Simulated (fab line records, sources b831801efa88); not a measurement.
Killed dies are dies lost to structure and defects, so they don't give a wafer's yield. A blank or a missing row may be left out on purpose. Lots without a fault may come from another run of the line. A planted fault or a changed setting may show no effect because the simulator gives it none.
A struck lot beside a sound one | flow sky130 | 17 steps out of a route of 708
Sound: wafers L543.2, L543.3, L543.5. Struck: wafers L552.2, L552.4, L552.6. The cause comes at the end.
At each step with rows: each side's tool, then ch and its chambers, then its first start. Under that, the readings that differ: sound wafers | struck wafers | difference of the means | sigmas: that difference in standard deviations of wafers without a fault.
alike: readings whose means differ by less than 2 such deviations, and words and numbers that are the same on both sides. not compared: withheld readings, readings that some wafer has no value for, bounds like >300 that may hide the same value, and numbers for which the record gives no deviation and whose values overlap.
The two part at a step that has a row with sigmas, a row that says differs or no value, or rows on one side only. Numbers that don't overlap but have no deviation are shown without sigmas and don't part them. A reading that every wafer of one side lacks parts them only if that side has two wafers or more.

first, 5 steps without rows for these wafers: SKY_SD_N_COAT_02 (resist thk 1140 nm); SKY_SD_N_SOFTBAKE_03 (time 60 s); SKY_SD_N_EXPOSE_04 (exposes mask NSDM, target cd 380 nm); SKY_SD_N_PEB_05; SKY_SD_N_DEVELOP_06 (develop time 60 s).
SKY_SD_N_CD_MEAS_07: target cd 380 nm.
  sound on cd_sem-01, day 28 08:49; struck on cd_sem-02, day 31 11:09
  alike: cd_nm
SKY_SD_N_OVL_MEAS_08:
  sound on overlay-02, day 28 08:55; struck on overlay-01, day 31 11:16
  alike: SD_N_OVL
then, 2 steps without rows for these wafers: SKY_SD_N_IMPLANT_09; SKY_SD_N_IMPLANT_10.
SKY_SD_N_STRIP_11: strips in O2/N2.
  sound on plasma_asher-02 ch 0, day 28 09:15; struck on plasma_asher-04 ch 1, day 31 11:35
  alike: drypump_motor_current_A, oes_product_au, strip_time_to_endpoint_s
  not compared: rf_hours_counter_h
SKY_SD_N_TW_MEAS_12:
  sound on film_metro-02, day 28 09:22; struck on film_metro-03, day 31 11:42
  alike: SD_N_TW
then, 1 step without rows for these wafers: SKY_SD_N_CLEAN_13 (cleans in SC1/SC2, time 150 s).
SKY_SD_N_RTA_14: time 2 s.
  sound on rtp_anneal-02 ch 0, day 28 09:28; struck on rtp_anneal-01 ch 0, day 31 11:48
  reading            | sound                | struck               | difference | sigmas
  lamp_power_pct (%) | 15.68 15.77 15.76    | 15.01 15.05 14.91    | -0.75      | -14
  wafer_temp_C_max   | 1076.8 1076.4 1077.8 | 1052.2 1054.7 1050.0 | -24.7      | -19
  alike: ramp_up_c_per_s
SKY_SD_N_RS_MEAS_16: measures by four-point-probe.
  sound on film_metro-01, day 28 09:39; struck on film_metro-02, day 31 11:59
  reading          | sound             | struck            | difference | sigmas
  SD_N_RS (ohm/sq) | 68.38 68.44 68.36 | 72.54 72.30 72.49 | +4.05      | +40
SKY_SD_N_RS_MEAS_17: measures by four-point-probe.
  sound on film_metro-01, day 28 09:46; struck on film_metro-02, day 31 12:07
  reading          | sound             | struck            | difference | sigmas
  SD_P_RS (ohm/sq) | 147.0 146.8 147.0 | 170.6 170.4 170.9 | +23.7      | +72
SKY_SD_N_RS_MEAS_18: measures by four-point-probe.
  sound on film_metro-01, day 28 09:53; struck on film_metro-02, day 31 12:14
  reading               | sound             | struck            | difference | sigmas
  RES_XHIGH_RS (ohm/sq) | 331.9 332.3 333.5 | 334.7 335.8 334.8 | +2.5       | +2
-- the record jumps here: 17 days lie between the struck wafers' starts before and after (it left off in module SD_N and takes up again in module PAD_OPEN, whose first step shown is number 708 of the route) --
SKY_PAD_OPEN_PROBE_99:
  sound on prober-01, day 46 02:57; struck on prober-02, day 48 09:13
  reading                              | sound             | struck      | difference | sigmas
  model.etest.res_xhigh_po.line_ohm_um | 5945 5833 5911    | 7701 7631   | +1770      |
  model.etest.res_xhigh_po.rs_ohm_sq   | 2106 2065 2035    | 2684 2665   | +606       |
  model.etest.pfet_01v8.r_on_ohm_um    | 3068 3087 2989    | 3243 3300   | +224       |
  model.etest.tip_p.rs_ohm_sq          | 6982 7002 7011    | 7288 7288   | +290       |
  model.etest.res_pdiff.line_ohm_um    | 1333 1390 1394    | 1504 1530   | +145       |
  model.etest.res_high_po.line_ohm_um  | 755.9 749.5 753.6 | 937.7 925.4 | +178.5     |
  model.etest.licon_high_po.rc_ohm     | 368 360.8 359.2   | 501.8 490.1 | +133.3     |
  not compared: model.etest.pfet_g5v0d10v5.r_on_ohm_um

WHERE THEY PART
First at SKY_SD_N_RTA_14; last, within this record, at SKY_SD_N_RS_MEAS_18.

WHY: what the simulator had put in
Process parameter drift: rtp_anneal-01, from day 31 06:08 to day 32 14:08, at SKY_SD_N_RTA_14. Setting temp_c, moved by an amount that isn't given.
